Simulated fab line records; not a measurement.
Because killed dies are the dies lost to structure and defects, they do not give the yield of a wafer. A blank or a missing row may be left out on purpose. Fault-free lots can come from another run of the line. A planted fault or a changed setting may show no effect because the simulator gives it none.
Which tool did it? + flow sky130 + Sampling: 15 lots, 45 wafers, 5 of 708 route steps

WHAT THE GAUGES READ, wafer by wafer
SKY_NWELL_TW_MEAS_15.
| lot  | measured    | on           | NWELL_TW       |
|------|-------------|--------------|----------------|
| L140 | day 4 12:31 | filmMetro-03 | 1845 1834 1841 |
| L141 | day 4 19:03 | filmMetro-04 | 1834 1829 1840 |
| L142 | day 5 01:46 | filmMetro-03 | 1836 1831 1832 |
| L143 | day 5 04:46 | filmMetro-01 | 1831 1831 1821 |
| L144 | day 5 14:08 | filmMetro-03 | 1821 1834 1829 |
| L145 | day 5 15:24 | filmMetro-01 | 1817 1815 1809 |
| L146 | day 5 21:34 | filmMetro-04 | 1842 1836 1837 |
| L147 | day 6 01:57 | filmMetro-04 | 1852 1839 1826 |
| L148 | day 6 09:35 | filmMetro-01 | 1814 1812 1807 |
| L149 | day 6 23:52 | filmMetro-03 | 1842 1832 1845 |
| L151 | day 7 08:52 | filmMetro-03 | 1850 1845 1851 |
| L153 | day 7 15:30 | filmMetro-01 | 1822 1827 1823 |
| L154 | day 7 21:56 | filmMetro-01 | 1809 1812 1818 |
| L155 | day 8 04:16 | filmMetro-04 | 1857 1859 1857 |
| L156 | day 8 09:07 | filmMetro-04 | 1858 1859 1856 |

SKY_VT_ADJUST_HVTP_TW_MEAS_11.
| lot  | measured     | on           | VT_ADJUST_HVTP_TW |
|------|--------------|--------------|-------------------|
| L140 | day 5 23:34  | filmMetro-02 | 1351 1351 1343    |
| L141 | day 6 05:55  | filmMetro-04 | 1370 1373 1372    |
| L142 | day 6 13:23  | filmMetro-02 | 1346 1350 1341    |
| L143 | day 6 19:08  | filmMetro-02 | 1345 1344 1342    |
| L144 | day 7 03:07  | filmMetro-04 | 1381 1376 1379    |
| L145 | day 7 04:29  | filmMetro-02 | 1348 1352 1351    |
| L146 | day 7 11:11  | filmMetro-04 | 1379 1372 1379    |
| L147 | day 7 15:17  | filmMetro-02 | 1352 1346 1353    |
| L148 | day 8 00:35  | filmMetro-04 | 1382 1381 1377    |
| L149 | day 8 16:20  | filmMetro-01 | 1354 1360 1360    |
| L151 | day 9 01:51  | filmMetro-04 | 1366 1373 1363    |
| L153 | day 9 09:41  | filmMetro-02 | 754 755 760       |
| L154 | day 9 18:05  | filmMetro-04 | 768 764 763       |
| L155 | day 9 23:32  | filmMetro-02 | 754 756 758       |
| L156 | day 10 02:50 | filmMetro-04 | 770 767 767       |

SKY_CONTACT_OVL_MEAS_15.
| lot  | measured     | on         | CONTACT_OVL (nm) |
|------|--------------|------------|------------------|
| L140 | day 30 22:26 | overlay-02 | 6 -1 2           |
| L141 | day 31 05:51 | overlay-01 | 3 6 -7           |
| L142 | day 31 17:31 | overlay-01 | 2 -1 -2          |
| L143 | day 32 04:18 | overlay-02 | -7 -4 -4         |
| L144 | day 33 08:39 | overlay-01 | -10 -4 -13       |
| L145 | day 33 11:26 | overlay-01 | -5 0 2           |
| L146 | day 33 10:23 | overlay-01 | -9 -8 -5         |
| L147 | day 33 16:42 | overlay-02 | 6 -2 -1          |
| L148 | day 33 19:23 | overlay-01 | -11 3 6          |
| L149 | day 34 23:26 | overlay-02 | -8 -1 6          |
| L151 | day 35 03:05 | overlay-02 | -7 -2 -6         |
| L153 | day 35 17:00 | overlay-01 | -12 -8 -4        |
| L154 | day 35 21:43 | overlay-01 | 9 -8 -13         |
| L155 | day 36 02:38 | overlay-01 | -5 -15 -1        |
| L156 | day 36 06:51 | overlay-01 | 4 -6 -1          |

SKY_METAL1_RS_MEAS_05: the measuring method here is four-point-probe.
| lot  | measured     | on           | METAL1_ALCU_RS (ohm/sq) |
|------|--------------|--------------|-------------------------|
| L140 | day 31 00:01 | filmMetro-03 | 0.1296 0.1281 0.1288    |
| L141 | day 31 07:28 | filmMetro-04 | 0.1268 0.1264 0.1263    |
| L142 | day 31 19:08 | filmMetro-03 | 0.1252 0.1243 0.1257    |
| L143 | day 32 05:58 | filmMetro-04 | 0.1275 0.1281 0.1270    |
| L144 | day 33 10:25 | filmMetro-03 | 0.1240 0.1244 0.1253    |
| L145 | day 33 12:59 | filmMetro-04 | 0.1267 0.1256 0.1258    |
| L146 | day 33 11:57 | filmMetro-04 | 0.1265 0.1274 0.1275    |
| L147 | day 33 18:15 | filmMetro-03 | 0.1249 0.1244 0.1252    |
| L148 | day 33 20:56 | filmMetro-04 | 0.1300 0.1306 0.1309    |
| L149 | day 35 00:59 | filmMetro-03 | 0.1280 0.1281 0.1279    |
| L151 | day 35 04:42 | filmMetro-01 | 0.1276 0.1281 0.1271    |
| L153 | day 35 18:35 | filmMetro-04 | 0.1271 0.1281 0.1278    |
| L154 | day 35 23:19 | filmMetro-01 | 0.1245 0.1248 0.1252    |
| L155 | day 36 04:13 | filmMetro-01 | 0.1272 0.1261 0.1255    |
| L156 | day 36 08:28 | filmMetro-01 | 0.1259 0.1273 0.1260    |

EACH LOT AND THE TOOL THAT RAN IT (in order: tool; ch and the chambers of the sampled wafers; start)
| lot  | SKY_VT_ADJUST_HVTP_IMPLANT_09   |
|------|---------------------------------|
| L140 | implanter-02 ch 0, day 5 23:20  |
| L141 | implanter-02 ch 0, day 6 05:40  |
| L142 | implanter-04 ch 0, day 6 13:10  |
| L143 | implanter-02 ch 0, day 6 18:53  |
| L144 | implanter-02 ch 0, day 7 02:54  |
| L145 | implanter-01 ch 0, day 7 04:14  |
| L146 | implanter-04 ch 0, day 7 10:57  |
| L147 | implanter-04 ch 0, day 7 15:02  |
| L148 | implanter-02 ch 0, day 8 00:20  |
| L149 | implanter-04 ch 0, day 8 16:05  |
| L151 | implanter-04 ch 0, day 9 01:37  |
| L153 | implanter-04 ch 0, day 9 09:26  |
| L154 | implanter-02 ch 0, day 9 17:52  |
| L155 | implanter-02 ch 0, day 9 23:18  |
| L156 | implanter-04 ch 0, day 10 02:35 |
- SKY_VT_ADJUST_HVTP_IMPLANT_09

WHAT THE TOOLS THEMSELVES READ (means of the sampled wafers that have a number; where no wafer has one, the mark that the record gives instead)
The record holds no such reading with a usual standard deviation.

THE ANSWER, worked out from the rows above alone
Rule: the lots themselves supply what counts as usual. Put in order of their means at a reading, lots are off if they are a third of the lots or fewer, leave a main group of 4 or more, and stand apart from it by a gap of 3 or more times the standard deviation of the main group's means; of several such gaps the widest counts. A main group is skipped when, at the precision printed for the reading in the tables above, its means are all equal. A lot without any number at a reading at which 4 lots or more have one is off too. Any other lot the step has rows for is counted as sound. First the gauges in route order, then the tools' own readings, where a lot's mean is used as printed above. The first step at which some lot is off is used, and at that step the reading that is off furthest; a lot without a number counts as furthest.
Off: L153, L154, L155, L156, seen at SKY_VT_ADJUST_HVTP_TW_MEAS_11 (VT_ADJUST_HVTP_TW). The main group: mean 1361, standard deviation 14.
A tool fits if, at a process step before that reading, it ran every lot that is off, and no sound lot after the first of them. Those tools and the gauges at SKY_VT_ADJUST_HVTP_TW_MEAS_11 are tried in the same way. Of those tried, none fits.

WHAT THE SIMULATOR PUT IN
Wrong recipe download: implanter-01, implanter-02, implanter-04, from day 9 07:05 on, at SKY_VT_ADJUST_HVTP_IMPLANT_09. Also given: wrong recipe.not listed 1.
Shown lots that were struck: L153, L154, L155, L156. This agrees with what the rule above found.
